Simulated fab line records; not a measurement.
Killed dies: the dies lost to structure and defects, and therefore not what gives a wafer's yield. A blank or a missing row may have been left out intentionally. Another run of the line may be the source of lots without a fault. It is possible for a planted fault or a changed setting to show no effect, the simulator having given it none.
Code-filled problem report in 8D (eight disciplines) form / flow sky130 / the parts of the form that need people (team, actions taken, sign-off) are left out

== 1. WHAT WENT WRONG ==
SKY_POLY_GATE_ETCH_16, bias_w: mean 91.66 W over 1 wafer from 1 lot; wafers with no fault: 80.01 W, standard deviation 0.26. Measured from the usual mean, that is +45 standard deviations.
The step: etches Si3N4 in CH3F/O2, stops on poly-Si, time 147.5 s, target depth 75 nm.
Earliest sighting: wafer L789.4 on rie_diel-01 at day 20 21:22. The record holds 39 wafers of 13 lots with a number at this step. Rule for "out" (also "out of limits"): further than 4 standard deviations from the usual mean. Any other wafer with a number is counted as sound.

== 2. WHAT THIS IS AND IS NOT ==
question=which readings at this step | is=bias_w | is not=O2_flow_sccm, drypump_motor_current_A, throttle_valve_pct
question=which lots | is=L789 | is not=L781, L782, L783, L793, L794, L795, L796, L797, L799, L800, L801, L802
question=which wafers of those lots | is=L789.4 | is not=L789.3, L789.5
question=read on which tools | is=rie_diel-01 | is not=rie_diel-03, rie_diel-04
question=when | is=from day 20 21:22 | is not=up to then (11 sound wafers); but 27 sound wafers of L793, L794, L795, L796, L797, L799, L800, L801, L802 came after

== 3. WHAT RULES OUT EACH SUSPECT ==
Counting: if a tool at a process step up to the reading ran every lot that is out, it stays a suspect. Sound lots after the first of them don't rule it out here, since some wafers of a struck lot are sound.
- rie_diel-01 at SKY_POLY_GATE_ETCH_16 (etches Si3N4 in CH3F/O2, stops on poly-Si, time 147.5 s, target depth 75 nm): kept. The lot that is out, L789, ran on it at day 20 21:22; the last sound lot it ran before that was L783, at day 17 10:15. Its own readings are out on those wafers: bias_w.
- In rie_diel-01 at SKY_POLY_GATE_ETCH_16, the wafers that are out were processed in chamber 2 and their sound lot-mates in chambers 1, 3.
The count leaves rie_diel-01 at SKY_POLY_GATE_ETCH_16.

== 4. THE CAUSE (what the simulator had put in) ==
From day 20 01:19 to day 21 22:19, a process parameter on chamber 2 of rie_diel-01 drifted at SKY_POLY_GATE_ETCH_16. The setting bias_w was moved by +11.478, starting from 80. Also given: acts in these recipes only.
Counting left only this tool.

== 5. THE EFFECT CHAIN, in route order ==
One row per reading whose mean, taken over the struck wafers that have a number, lies over 3 standard deviations from the usual. Only readings whose record carries a usual standard deviation are examined. hours: median over the lots of the time between each lot's start at the first step of this table that gives one and its start at this step. sigmas: the change, counted in usual standard deviations.
hours=0; step=SKY_POLY_GATE_ETCH_16; reading=bias_w; usual=80.01 W; on struck wafers=91.66; change=+11.65; sigmas=+45
It contains these process steps:
- SKY_POLY_GATE_ETCH_16: etches Si3N4 in CH3F/O2, stops on poly-Si, time 147.5 s, target depth 75 nm.

== 6. WHAT WOULD HAVE CAUGHT IT SOONER ==
In this record the first reading out of limits was taken at day 20 21:22, 20 hours after the fault began at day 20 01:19.
